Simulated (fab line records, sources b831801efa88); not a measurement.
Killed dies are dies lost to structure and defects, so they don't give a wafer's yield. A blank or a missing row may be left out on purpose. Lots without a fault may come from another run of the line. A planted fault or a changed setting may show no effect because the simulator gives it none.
Split-lot experiment | flow sfq_line | 5 lots, 23 wafers read, on a route of 325 steps

THE SPLIT
At SFQ_TRILAYER_M0_LITHO_PEB_024 (peb time 60 s), the setting peb_time_s was moved away from the recipe's 60 s on 8 of the 23 wafers read, by -5.2% to +7.9%. The other wafers ran this setting at the recipe's value.

FROM THE SPLIT TO THE READING: what the file shows between them, 2 steps
- SFQ_TRILAYER_M0_LITHO_DEVELOP_023: time 60 s
- SFQ_TRILAYER_M0_BARC_OPEN_METAL_ETCH_031: etches BARC in O2, target depth 125 nm, time 41.7 s

THE READING
M0.cd_nm (the simulator's own value, which no gauge read), in nm, at SFQ_TRILAYER_M0_ETCH_METAL_ETCH_024 (etches Nb in Cl2/Ar, stops on SiO2, target depth 240 nm, time 120 s). The file gives no usual value for it. The 15 wafers here that ran the recipe average 501.1 nm, standard deviation 1.8 nm.

wafer  | tool, chamber at the split | peb_time_s as run, s | against the recipe | M0.cd_nm, nm | against lot-mates on the recipe
L078.1 | litho_track-03, 0          | 60                   | recipe             | 500.4        | -
L078.2 | litho_track-03, 0          | 60                   | recipe             | 500.2        | -
L078.3 | litho_track-03, 0          | 60                   | recipe             | 502.2        | -
L078.5 | litho_track-03, 0          | 60                   | recipe             | 501.5        | -
L078.6 | litho_track-03, 0          | 60                   | recipe             | 501.3        | -
L080.3 | litho_track-03, 0          | 60                   | recipe             | 498.5        | -
L080.4 | litho_track-03, 0          | 60                   | recipe             | 498.6        | -
L080.5 | litho_track-03, 0          | 60                   | recipe             | 498.7        | -
L082.1 | litho_track-04, 0          | 62.96                | +4.9%              | 499.1        | -4.5
L082.2 | litho_track-04, 0          | 60                   | recipe             | 502.3        | -
L082.3 | litho_track-04, 0          | 60                   | recipe             | 504.9        | -
L082.5 | litho_track-04, 0          | 62.96                | +4.9%              | 495.1        | -8.5
L082.6 | litho_track-04, 0          | 62.96                | +4.9%              | 497          | -6.6
L083.1 | litho_track-03, 0          | 60                   | recipe             | 501.6        | -
L083.3 | litho_track-03, 0          | 60                   | recipe             | 501          | -
L083.4 | litho_track-03, 0          | 60                   | recipe             | 499.5        | -
L083.5 | litho_track-03, 0          | 56.85                | -5.2%              | 508.4        | +7.7
L083.6 | litho_track-03, 0          | 56.85                | -5.2%              | 505.7        | +5.0
L084.1 | litho_track-04, 0          | 64.74                | +7.9%              | 490.7        | -12.2
L084.2 | litho_track-04, 0          | 60                   | recipe             | 502.7        | -
L084.3 | litho_track-04, 0          | 60                   | recipe             | 503          | -
L084.4 | litho_track-04, 0          | 64.74                | +7.9%              | 488.9        | -14.0
L084.6 | litho_track-04, 0          | 64.74                | +7.9%              | 492.7        | -10.2

THE FIT
A straight line over all 23 wafers: M0.cd_nm changes by -1.17 nm for each +1% of peb_time_s; r = -0.91; the points scatter about the line by 1.9 nm.
The same after taking each lot's own level away (the mean of its wafers on the recipe; 23 wafers): -1.41 nm for each +1%; r = -0.97; scatter 1.2 nm.
On that fit, the largest move of peb_time_s shifts the reading by 11 nm.
The lots' own levels span 498.60 to 503.60 nm, that is 2.8 times the standard deviation above.
So the lot-to-lot level changes the slope: the two fits differ.
Check: with one of the wafers moved furthest among these (+7.9%) left out of the fit, the line predicts -11.1 nm for it against its lot-mates. It came out at -12.2 nm against them.

OTHER SPLITS ON THESE WAFERS
These wafers also went through other splits before the reading. Each is held against what the fit with the lots' levels taken away leaves over:
other split on the same wafers                    | wafers away from the commonest value | r with M0.cd_nm (lot level and that fit taken away)
SFQ_TRILAYER_INCOMING_OXIDATION_002 ox_time_s     | 15                                   | -0.18
SFQ_TRILAYER_L0_VIA_LITHO_COAT_018 spin_rpm       | 10                                   | -0.02
SFQ_TRILAYER_L0_VIA_BARC_OPEN_VIA_ETCH_021 time_s | 4                                    | -0.08

THE WHOLE CHAIN: every reading that the file lists as answering this split, in the file's order
step                                     | what it does                                                        | reading                                                   | change (the file's fit)              | r (the file's)
SFQ_TRILAYER_M0_BARC_OPEN_METAL_ETCH_031 | etches BARC in O2, target depth 125 nm, time 41.7 s                 | M0.cd_nm (the simulator's own value, which no gauge read) | -1.29 nm for each +1% of the setting | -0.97
SFQ_TRILAYER_M0_ETCH_METAL_ETCH_024      | etches Nb in Cl2/Ar, stops on SiO2, target depth 240 nm, time 120 s | M0.cd_nm (the simulator's own value, which no gauge read) | -1.41 nm for each +1% of the setting | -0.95

THE FILE'S OWN FIT
M0.cd_nm changes by -1.41 nm for each +1% of peb_time_s, r = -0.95.
